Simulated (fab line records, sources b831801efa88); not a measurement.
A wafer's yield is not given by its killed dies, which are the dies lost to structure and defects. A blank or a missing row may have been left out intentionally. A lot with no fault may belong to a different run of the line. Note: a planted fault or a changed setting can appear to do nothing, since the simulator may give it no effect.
Check of tool commonality | flow gf180mcu | 36 wafers sampled across 12 lots

WHY IT WAS OPENED
Of 12 lots, 3 have the reading HV_LDD_CVD_56_THK flagged at GF_HV_LDD_THK_MEAS_57. Fault-free wafers read 89.8 nm, with a standard deviation of 0.8.
Rule: a lot gets a flag if all its wafers with a number sit over 4 standard deviations from that mean, or if no wafer of it has a number. The rest of the lots are taken to be sound.

lot  | measured     | on            | HV_LDD_CVD_56_THK (nm), wafer by wafer | flag
L305 | day 12 10:53 | film metro-04 | 89.4 89.4 88.4                         |
L306 | day 12 20:15 | film metro-02 | 90.5 90.2 90.9                         |
L307 | day 13 03:49 | film metro-02 | 90.2 90.3 89.9                         |
L310 | day 14 05:19 | film metro-03 | 90.5 90.7 90.1                         |
L313 | day 15 15:22 | film metro-04 | 89.5 88.5 89.4                         |
L318 | day 17 08:36 | film metro-04 | 74.3 73.7 73.3                         | FLAGGED
L317 | day 17 11:06 | film metro-03 | 74.3 74.4 73.7                         | FLAGGED
L319 | day 17 17:59 | film metro-03 | 73.2 73.2 72.4                         | FLAGGED
L320 | day 17 18:34 | film metro-02 | 90.6 89.9 90.3                         |
L324 | day 19 00:54 | film metro-02 | 88.3 88.5 88.2                         |
L327 | day 20 06:20 | film metro-02 | 91.1 91.3 90.3                         |
L328 | day 20 08:22 | film metro-04 | 90.5 90.8 89.9                         |
On average the flagged lots' numbers are 73.6 nm, which is -16.2 nm against the usual, or -20 standard deviations.

WHICH TOOL EACH LOT WENT THROUGH
Before the reading, the record contains 2 process steps out of a 602-step route. Every cell lists first the tool, next ch and the chambers used by the sampled wafers, and last the start.
lot  | flag    | GF_VT_IMPLANT_RTA_45             | GF_HV_LDD_CVD_56
L305 |         | rtp anneal-01 ch 0, day 7 15:19  | lpcvd-02 ch 1, day 12 08:44
L306 |         | rtp anneal-01 ch 0, day 7 21:10  | lpcvd-02 ch 0, day 12 18:05
L307 |         | rtp anneal-02 ch 0, day 8 01:32  | lpcvd-01 ch 1, day 13 01:38
L310 |         | rtp anneal-01 ch 0, day 9 01:32  | lpcvd-02 ch 1, day 14 03:53
L313 |         | rtp anneal-01 ch 0, day 9 22:04  | lpcvd-02 ch 1, day 15 13:56
L318 | FLAGGED | rtp anneal-02 ch 0, day 11 06:44 | lpcvd-02 ch 0, day 17 07:10
L317 | FLAGGED | rtp anneal-01 ch 0, day 11 02:02 | lpcvd-02 ch 0, day 17 09:41
L319 | FLAGGED | rtp anneal-02 ch 0, day 11 12:43 | lpcvd-02 ch 0, day 17 16:34
L320 |         | rtp anneal-02 ch 0, day 11 19:41 | lpcvd-01 ch 1, day 17 17:08
L324 |         | rtp anneal-01 ch 0, day 12 21:07 | lpcvd-01 ch 1, day 18 23:28
L327 |         | rtp anneal-01 ch 0, day 13 22:26 | lpcvd-01 ch 0, day 20 04:53
L328 |         | rtp anneal-01 ch 0, day 14 01:59 | lpcvd-01 ch 1, day 20 06:55
What these steps do:
- GF_VT_IMPLANT_RTA_45: time 30 s.
- GF_HV_LDD_CVD_56: deposits Si3N4 from DCS/NH3, target thk 90 nm, time 1543 s.
- GF_HV_LDD_THK_MEAS_57

FLAGGED AGAINST TOTAL, ONE TOOL AT A TIME (gauges that did the reading follow at the end)
step                  | tool          | lots run | flagged | share of the flagged lots | sound lots run after its first flagged lot
GF_VT_IMPLANT_RTA_45  | rtp anneal-01 | 8        | 1       | some                      | 3 (L324,L327,L328)
GF_VT_IMPLANT_RTA_45  | rtp anneal-02 | 4        | 2       | some                      | 1 (L320)
GF_HV_LDD_CVD_56      | lpcvd-01      | 5        | 0       | none                      | -
GF_HV_LDD_CVD_56      | lpcvd-02      | 7        | 3       | all                       | 0
GF_HV_LDD_THK_MEAS_57 | film metro-02 | 5        | 0       | none                      | -
GF_HV_LDD_THK_MEAS_57 | film metro-03 | 3        | 2       | some                      | 0
GF_HV_LDD_THK_MEAS_57 | film metro-04 | 4        | 1       | some                      | 1 (L328)

WHAT THE TABLE ALLOWS
In the table, 1 row covers all flagged lots: lpcvd-02 at GF_HV_LDD_CVD_56.
- lpcvd-02 at GF_HV_LDD_CVD_56 ran 7 lots, 3 of them flagged. Its last sound lot is L313 (day 15 13:56), its first flagged lot L318 (day 17 07:10): a fault that began between those two fits. Its own readings lie more than 4 standard deviations out on every wafer of the flagged lots: spike tc centre C, spike tc lower C, spike tc top C, spike tc upper C, susceptor temp C.
Just one tool remains: lpcvd-02 at GF_HV_LDD_CVD_56.

WHAT WAS PUT IN BY THE SIMULATOR
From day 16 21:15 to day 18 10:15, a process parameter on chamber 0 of lpcvd-02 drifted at GF_HV_LDD_CVD_56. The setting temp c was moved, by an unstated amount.
Struck lots among those shown: L318, L317, L319. This agrees with what the rule above found.
